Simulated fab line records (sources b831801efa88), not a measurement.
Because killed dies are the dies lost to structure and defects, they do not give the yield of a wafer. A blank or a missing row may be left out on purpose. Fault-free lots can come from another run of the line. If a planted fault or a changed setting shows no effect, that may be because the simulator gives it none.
Matching of chambers ; flow gf180mcu ; 4 sister chambers for GF_CONTACT_ETCH_16 on rie_diel-04
The step etches BARC in N2/H2. 4 wafers are shown with their chamber, then 7 later ones without.

## WAFERS WITH THEIR CHAMBER
wafer;chamber;drypump_motor_current_A (A)
L078.6;3;5.2
L080.6;2;6.1
L081.1;0;6.0
L081.2;1;5.4

## WAFERS WITHOUT THEIR CHAMBER
wafer;drypump_motor_current_A (A)
L081.5;5.4
L087.3;5.1
L087.4;6.1
L087.5;6.0
L092.1;5.1
L092.2;6.1
L092.6;6.0

## CHAMBER TAKEN BY EACH
wafer;from the rows above;in truth
L081.5;1;1
L087.3;3;3
L087.4;can't be placed: 2 or 0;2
L087.5;can't be placed: 0 or 2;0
L092.1;3;3
L092.2;can't be placed: 2 or 0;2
L092.6;can't be placed: 0 or 2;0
Correct placement for 3 of the 7. From these rows, 4 cannot be placed; in 4 the true chamber is one of the candidates. Placed wrongly: 0.
How it was worked out, from the rows above alone: a wafer's distance from a chamber is the root of the sum, over the readings, of the square of ((its reading less the chamber's mean) divided by the reading's scatter). If the next closest chamber is less than 2 further off than the closest, the wafer can't be placed; otherwise it belongs to the closest. Each chamber's mean is taken over the wafers shown for it. The scatter (one wafer shown for each chamber): square how far every hidden wafer sits from the nearest shown wafer, average those squares and take the square root.
